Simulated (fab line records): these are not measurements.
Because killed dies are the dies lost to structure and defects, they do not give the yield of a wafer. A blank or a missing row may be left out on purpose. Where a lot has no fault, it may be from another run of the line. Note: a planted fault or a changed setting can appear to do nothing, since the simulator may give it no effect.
Struck lot and sound lot, side by side    flow gf180mcu    17 out of 602 route steps
Sound: these wafers, L308.2, L308.3, L308.6. Struck: wafers L317.3, L317.4, L317.5. The cause is given at the end.
At each step with rows: each side's tool, then ch and its chambers, then its first start. Under that, the readings that differ: sound wafers    struck wafers    difference of the means    sigmas: that difference in standard deviations of wafers without a fault.
alike: same words and numbers on both sides, and readings whose means sit less than 2 such deviations apart. not compared: any withheld reading, any reading some wafer has no value for, any bound like >300 that may hide the same value, and any number with overlapping values for which the record gives no deviation.
The two part at a step that has a row with sigmas, a row that says differs or no value, or rows on one side only. When numbers do not overlap yet have no deviation, they are printed without sigmas and do not part them. Lack of a reading on every wafer of one side parts them only where that side has two or more wafers.

GF_M4_SPUTTER_00: material Ti, target thk 37.5 nm, time 150 s.
  sound: pvd_sputter-03 at day 25 00:55; struck: pvd_sputter-01 at day 28 04:03
  alike: chamber_pressure_pa, throttle_valve_pct
GF_M4_SPUTTER_01: material TiN, target thk 30 nm, time 25 s.
  sound: pvd_sputter-03 at day 25 01:01; struck: pvd_sputter-01 at day 28 04:09
  alike: chamber_pressure_pa, throttle_valve_pct
GF_M4_SPUTTER_02: material AlCu, target thk 450 nm, time 23.9 s.
  sound: pvd_sputter-03 at day 25 01:02; struck: pvd_sputter-01 at day 28 04:11
  alike: chamber_pressure_pa, throttle_valve_pct
GF_M4_SPUTTER_03: material Ti, target thk 10 nm, time 6.7 s.
  sound: pvd_sputter-03 at day 25 01:04; struck: pvd_sputter-01 at day 28 04:13
  alike: chamber_pressure_pa, throttle_valve_pct
GF_M4_SPUTTER_04: material TiN, target thk 50 nm, time 41.7 s.
  sound: pvd_sputter-03 at day 25 01:05; struck: pvd_sputter-01 at day 28 04:14
  alike: chamber_pressure_pa, throttle_valve_pct
GF_M4_RS_MEAS_05: measures by four-point-probe.
  sound: film_metro-04 at day 25 01:09; struck: film_metro-01 at day 28 04:19
  alike: M4_ALCU_RS
GF_M4_THK_MEAS_06: measures by xrf.
  sound: film_metro-04 at day 25 01:16; struck: film_metro-01 at day 28 04:25
  alike: M4_ALCU_THK
then, 5 steps without rows for these wafers: GF_M4_DEHYDRATE_07 (time 60 s); GF_M4_HMDS_08 (prime time 60 s); GF_M4_COAT_09 (resist thk 1000 nm); GF_M4_SOFTBAKE_10 (time 60 s); GF_M4_EXPOSE_11 (exposes mask Metal4, target cd 280 nm).
GF_M4_PEB_12: peb time 90 s.
  sound on litho_track-04 ch 0, day 25 21:55; struck on litho_track-04 ch 0, day 28 22:24
reading                   sound              struck             difference  sigmas
heater_power_total_W (W)  85.67 85.73 85.62  91.32 91.08 91.42  +5.60       +67
then, 1 step without rows for these wafers: GF_M4_DEVELOP_13 (develop time 60 s).
GF_M4_CD_MEAS_14 targets a cd of 280 nm.
  sound: cd_sem-02 at day 25 22:15; struck: cd_sem-01 at day 28 23:01
reading     sound              struck             difference  sigmas
cd_nm (nm)  279.8 279.6 280.2  284.7 287.2 285.8  +6.0        +6
  not compared: hold
GF_M4_OVL_MEAS_15:
  sound: overlay-02 at day 25 22:22; struck: overlay-02 at day 29 01:37
reading      sound   struck                                                                      difference                    sigmas
hold         - - -   await_dispo/2.5h/release await_dispo/2.5h/release await_dispo/2.5h/release  no value on the sound wafers  
M4_OVL (nm)  7 1 -2  -8 -13 -7                                                                   -11                           -2
-- the record jumps here: 5 days lie between the struck wafers' starts before and after (it left off in module M4 and takes up again in module PASSIVATION, whose first step shown is number 602 of the route) --
GF_PASSIVATION_PROBE_99:
  record: rows for the struck wafers here (prober-02, day 33 18:25), none for the sound ones

## WHERE THEY PART
Earliest at GF_M4_PEB_12; latest, in this record, at GF_PASSIVATION_PROBE_99.

WHY: what had been put in by the simulator
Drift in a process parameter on litho_track-04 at GF_M4_PEB_12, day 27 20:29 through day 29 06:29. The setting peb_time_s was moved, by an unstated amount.
